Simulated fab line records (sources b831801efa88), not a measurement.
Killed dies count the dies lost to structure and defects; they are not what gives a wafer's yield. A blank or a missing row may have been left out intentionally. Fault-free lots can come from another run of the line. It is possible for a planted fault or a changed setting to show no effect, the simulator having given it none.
Problem report in the 8D (eight disciplines) form, filled by code || flow gf180mcu || the parts of the form that need people (team, actions taken, sign-off) are left out

## 1. THE PROBLEM
Mean of biasW at GF_V3_ETCH_17: 1422 W across 9 wafers in 3 lots; on wafers with no fault it is 1200 W (standard deviation 3.3). That is +67 standard deviations from the usual mean.
The step: etches SiO2 in C4F8/O2/Ar, stops on TiN, target depth 635 nm.
First seen on wafer L985.1, day 27 11:00, on rieDiel-01. The record holds 21 wafers of 7 lots with a number at this step. The rule behind "out" and "out of limits": a value lying over 4 standard deviations away from the usual mean. The rest of the wafers with a number are treated as sound.

## 2. WHAT IT IS, WHAT IT ISN'T
{"question": "which readings at this step", "is": "biasW", "is not": "-"}
{"question": "which lots", "is": "L985, L986, L987", "is not": "L971, L977, L992, L993"}
{"question": "which wafers of those lots", "is": "all that have a number", "is not": "-"}
{"question": "read on which tools", "is": "rieDiel-01", "is not": "rieDiel-02, rieDiel-03"}
{"question": "when", "is": "from day 27 11:00", "is not": "up to then (6 sound wafers); but 6 sound wafers of L992, L993 came after"}

## 3. SUSPECTS, AND WHAT RULES EACH OUT
Counting: any tool at a process step up to the reading is kept as a suspect provided that every lot that is out went through it and no sound lot did after the first of them.
- rieDiel-01 at GF_V3_ETCH_16 (etches BARC in N2/H2): kept. It processed each lot that is out, first L985 at day 27 11:49, and no sound lot thereafter; up to then, the last sound lot it processed was L971 at day 22 06:07.
- rieDiel-01 at GF_V3_ETCH_17 (etches SiO2 in C4F8/O2/Ar, stops on TiN, target depth 635 nm): kept. It processed each lot that is out, first L985 at day 27 11:00, and no sound lot thereafter; up to then, the last sound lot it processed was L971 at day 22 06:00. Out on those wafers are its own readings of biasW.
After counting, rieDiel-01 at GF_V3_ETCH_16 and rieDiel-01 at GF_V3_ETCH_17 remain.

## 4. THE CAUSE (what the simulator had put in)
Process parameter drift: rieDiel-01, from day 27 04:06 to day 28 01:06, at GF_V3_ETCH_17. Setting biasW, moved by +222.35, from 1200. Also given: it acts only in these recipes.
Counting left 2 suspects, and this tool is among them.

## 5. THE CHAIN OF EFFECTS, in route order
One row per reading whose mean, taken over the struck wafers that have a number, lies over 3 standard deviations from the usual. Only readings whose record carries a usual standard deviation are examined. hours: median over the lots of the time between each lot's start at the first step of this table that gives one and its start at this step. sigmas: the change, counted in usual standard deviations.
{"hours": 0, "step": "GF_V3_ETCH_17", "reading": "biasW", "usual": "1200 W", "on struck wafers": 1422, "change": "+222", "sigmas": "+67"}
It contains these process steps:
- GF_V3_ETCH_17: etches SiO2 in C4F8/O2/Ar, stops on TiN, target depth 635 nm.

## 6. HOW IT WOULD HAVE BEEN CAUGHT EARLIER
First out-of-limits reading in this record: day 27 11:00, which is 7 hours after fault onset at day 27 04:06.
